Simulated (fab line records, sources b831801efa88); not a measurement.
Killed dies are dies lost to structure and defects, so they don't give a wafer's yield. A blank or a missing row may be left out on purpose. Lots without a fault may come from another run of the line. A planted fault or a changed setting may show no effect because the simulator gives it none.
Which tool did it? | flow gf180mcu | 11 lots, 33 wafers sampled, at 5 steps of a route of 602

WHAT THE GAUGES READ, wafer by wafer
GF_V1_BOW_MEAS_05. Usual: V1_BOW 82 um, standard deviation 7.2.
lot  | measured     | on            | V1_BOW (um) | flag
L978 | day 17 03:38 | film_metro-04 | 97 85 85    |
L979 | day 17 11:58 | film_metro-04 | 91 83 85    |
L980 | day 17 22:33 | film_metro-02 | 83 72 79    |
L981 | day 18 07:24 | film_metro-03 | 84 83 88    |
L982 | day 19 02:47 | film_metro-04 | 91 79 78    |
L987 | day 20 23:20 | film_metro-04 | 91 84 77    |
L992 | day 22 11:16 | film_metro-03 | 87 85 99    |
L993 | day 22 16:04 | film_metro-04 | 81 62 67    |
L995 | day 23 11:28 | film_metro-03 | 75 86 88    |
L999 | day 24 15:25 | film_metro-02 | 76 80 82    |
L100 | day 24 22:32 | film_metro-03 | 87 84 79    |

GF_V2_THK_MEAS_03. Usual: V2_CVD_02_THK 854 nm, standard deviation 12.
lot  | measured     | on            | V2_CVD_02_THK (nm) | flag
L978 | day 19 05:05 | film_metro-02 | 835 857 864        |
L979 | day 19 14:22 | film_metro-02 | 846 858 859        |
L980 | day 20 00:44 | film_metro-02 | 853 850 853        |
L981 | day 20 10:32 | film_metro-04 | 849 836 862        |
L982 | day 21 06:08 | film_metro-02 | 836 850 867        |
L987 | day 23 01:10 | film_metro-01 | 860 876 858        |
L992 | day 24 11:05 | film_metro-04 | 829 825 764        | OFF
L993 | day 24 16:07 | film_metro-01 | 836 842 836        |
L995 | day 25 10:15 | film_metro-04 | 867 864 881        |
L999 | day 26 12:47 | film_metro-02 | 850 840 853        |
L100 | day 26 19:40 | film_metro-04 | 857 853 863        |

WHICH TOOL RAN EACH LOT (tool, then ch and the chambers of the sampled wafers, then the start)
lot  | GF_V1_SPUTTER_21             | GF_M2_SPUTTER_02             | GF_V2_CVD_02
L978 | pvd_sputter-03, day 18 03:21 | pvd_sputter-02, day 18 04:11 | pecvd-02 ch 0,1, day 19 05:00
L979 | pvd_sputter-01, day 18 12:02 | pvd_sputter-02, day 18 12:52 | pecvd-01 ch 0,1,2, day 19 14:17
L980 | pvd_sputter-01, day 18 22:25 | pvd_sputter-02, day 18 23:14 | pecvd-04 ch 1,2, day 20 00:38
L981 | pvd_sputter-02, day 19 08:38 | pvd_sputter-01, day 19 09:27 | pecvd-01 ch 0,2, day 20 10:26
L982 | pvd_sputter-03, day 20 04:08 | pvd_sputter-04, day 20 04:58 | pecvd-04 ch 0,1, day 21 06:04
L987 | pvd_sputter-02, day 22 00:03 | pvd_sputter-02, day 22 00:52 | pecvd-01 ch 0,2, day 23 01:04
L992 | pvd_sputter-03, day 23 10:58 | pvd_sputter-02, day 23 11:47 | pecvd-04 ch 0,1,2, day 24 11:01
L993 | pvd_sputter-03, day 23 15:21 | pvd_sputter-04, day 23 16:12 | pecvd-02 ch 0,1,2, day 24 16:03
L995 | pvd_sputter-01, day 24 10:30 | pvd_sputter-04, day 24 11:19 | pecvd-01 ch 0,1, day 25 10:10
L999 | pvd_sputter-01, day 25 13:32 | pvd_sputter-04, day 25 14:22 | pecvd-02 ch 1,2, day 26 12:43
L100 | pvd_sputter-03, day 25 20:24 | pvd_sputter-04, day 25 21:13 | pecvd-01 ch 0,1,2, day 26 19:35
- GF_V1_SPUTTER_21: material Ti, target thk 15 nm, time 80.02 s.
- GF_M2_SPUTTER_02: material AlCu, target thk 450 nm, time 23.9 s.
- GF_V2_CVD_02: deposits SiO2 from TEOS, target thk 850 nm, time 94.851 s.

WHAT THE TOOLS THEMSELVES READ (means of the sampled wafers that have a number; where no wafer has one, the mark that the record gives instead)
GF_V1_SPUTTER_21. Usual: substrate_temp_c 200.01 C, standard deviation 0.16; throttle_valve_pct 28.9 %, standard deviation 1.1.
lot  | tool           | substrate_temp_c (C) | throttle_valve_pct (%) | flag
L978 | pvd_sputter-03 | 200.08               | 28.7                   |
L979 | pvd_sputter-01 | 199.94               | 27.8                   |
L980 | pvd_sputter-01 | 200.00               | 28.9                   |
L981 | pvd_sputter-02 | 199.93               | 28.6                   |
L982 | pvd_sputter-03 | 199.94               | 29.0                   |
L987 | pvd_sputter-02 | 199.99               | 28.6                   |
L992 | pvd_sputter-03 | 199.91               | 28.2                   |
L993 | pvd_sputter-03 | 200.16               | 29.1                   |
L995 | pvd_sputter-01 | 200.07               | 28.7                   |
L999 | pvd_sputter-01 | 199.82               | 29.2                   |
L100 | pvd_sputter-03 | 199.89               | 29.9                   |

GF_M2_SPUTTER_02. Usual: throttle_valve_pct 29.3 %, standard deviation 1.1.
lot  | tool           | throttle_valve_pct (%) | flag
L978 | pvd_sputter-02 | 28.2                   |
L979 | pvd_sputter-02 | 28.8                   |
L980 | pvd_sputter-02 | 28.6                   |
L981 | pvd_sputter-01 | 29.3                   |
L982 | pvd_sputter-04 | 29.7                   |
L987 | pvd_sputter-02 | 28.9                   |
L992 | pvd_sputter-02 | 28.1                   |
L993 | pvd_sputter-04 | 29.5                   |
L995 | pvd_sputter-04 | 30.4                   |
L999 | pvd_sputter-04 | 29.6                   |
L100 | pvd_sputter-04 | 30.2                   |

GF_V2_CVD_02. Usual: heater_power_w 643 W, standard deviation 110.
lot  | tool     | heater_power_w (W) | flag
L978 | pecvd-02 | 656                |
L979 | pecvd-01 | 579                |
L980 | pecvd-04 | 693                |
L981 | pecvd-01 | 646                |
L982 | pecvd-04 | 590                |
L987 | pecvd-01 | 636                |
L992 | pecvd-04 | 653                |
L993 | pecvd-02 | 670                |
L995 | pecvd-01 | 534                |
L999 | pecvd-02 | 633                |
L100 | pecvd-01 | 558                |

THE ANSWER, worked out from the rows above alone
Rule: a lot is off if the mean of its wafers that have a number lies more than 3 standard deviations from the usual mean. A lot without any number at a reading at which 4 lots or more have one is off too. The other lots that the step has rows for count as sound. The gauges are gone through in route order, then the tools' own readings, and for those a lot's mean is taken as printed above. The first step at which some lot is off is used, and at that step the reading that is off furthest; a lot without a number counts as furthest.
Off: L992, at GF_V2_THK_MEAS_03 (V2_CVD_02_THK).
A tool fits if, at a process step before that reading, it ran every lot that is off, and no sound lot after the first of them. The gauges at GF_V2_THK_MEAS_03 are tried like those tools. Can't be told from this: 2 tools fit, pvd_sputter-02 at GF_M2_SPUTTER_02, pecvd-04 at GF_V2_CVD_02.

WHAT THE SIMULATOR HAD PUT IN
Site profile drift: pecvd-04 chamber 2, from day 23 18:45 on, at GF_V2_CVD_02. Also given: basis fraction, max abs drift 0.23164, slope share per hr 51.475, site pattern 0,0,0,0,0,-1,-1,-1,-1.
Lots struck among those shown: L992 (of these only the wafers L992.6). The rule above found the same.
